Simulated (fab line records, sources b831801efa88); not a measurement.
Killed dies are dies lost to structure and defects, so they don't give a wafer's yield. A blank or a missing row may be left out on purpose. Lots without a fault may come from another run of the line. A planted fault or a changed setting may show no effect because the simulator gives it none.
Problem report in the 8D (eight disciplines) form, filled by code | flow gf180mcu | the parts of the form that need people (team, actions taken, sign-off) are left out

1. THE PROBLEM
run_length_s at GF_MVPSD_DEHYDRATE_00 reads a mean of 99.83 s on 5 wafers of 3 lots; wafers without a fault read 89.07 s with a standard deviation of 0.14. That is +77 standard deviations from the usual mean.
The step: time 60 s.
First seen on wafer L812.3, day 6 07:59, on litho_track-02. The record holds 42 wafers of 15 lots with a number at this step. Rule for "out", or "out of limits": more than 4 standard deviations from the usual mean. The other wafers with a number count as sound.

2. WHAT IT IS AND WHAT IT IS NOT
question                    | is                                     | is not
which readings at this step | run_length_s                           | -
which lots                  | L812, L814, L815                       | L807, L808, L810, L821, L822, L823, L824, L825, L826, L827, L828, L829
which wafers of those lots  | L812.3, L814.3, L814.5, L815.3, L815.5 | L812.4
read on which tools         | litho_track-02                         | litho_track-03, litho_track-04
when                        | from day 6 07:59                       | up to then (10 sound wafers); but 27 sound wafers of L821, L822, L823, L824, L825, L826, L827, L828, L829 came after

3. SUSPECTS, AND WHAT RULES EACH OUT
Counting: a tool at a process step up to the reading stays a suspect if it ran every lot that is out. Sound lots after the first of them don't rule it out here, since some wafers of a struck lot are sound.
- litho_track-02 at GF_MVPSD_DEHYDRATE_00 (time 60 s): kept. It ran every lot that is out, first L812 (day 6 07:59); its last sound lot up to then is L808 (day 5 07:23). Its own readings are out on those wafers: run_length_s.
Left after counting: litho_track-02 at GF_MVPSD_DEHYDRATE_00.

4. THE CAUSE (what the simulator had put in)
Process parameter drift: litho_track-02, from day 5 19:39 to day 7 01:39, at GF_MVPSD_DEHYDRATE_00. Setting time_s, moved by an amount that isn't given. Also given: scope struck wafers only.
Counting left only this tool.

5. THE CHAIN OF EFFECTS, in route order
Each row: a reading whose mean over the struck wafers that have a number lies more than 3 standard deviations from the usual. Only readings for which the record gives a usual standard deviation are gone through. hours: the time from each lot's start at the first step in this table that gives one to its start at this step, as a median over the lots. sigmas: the change in usual standard deviations.
hours | step                  | reading      | usual   | on struck wafers | change | sigmas
0     | GF_MVPSD_DEHYDRATE_00 | run_length_s | 89.07 s | 99.83            | +10.76 | +77
The process steps in it:
- GF_MVPSD_DEHYDRATE_00: time 60 s.
Later measuring or inspecting steps at which every struck wafer that the step has a row for has a number for every such reading, and none has moved that far: GF_VT_IMPLANT_OVL_MEAS_07.

6. WHAT WOULD HAVE CAUGHT IT SOONER
In this record the first reading out of limits was taken at day 6 07:59, 12 hours after the fault began at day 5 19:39.
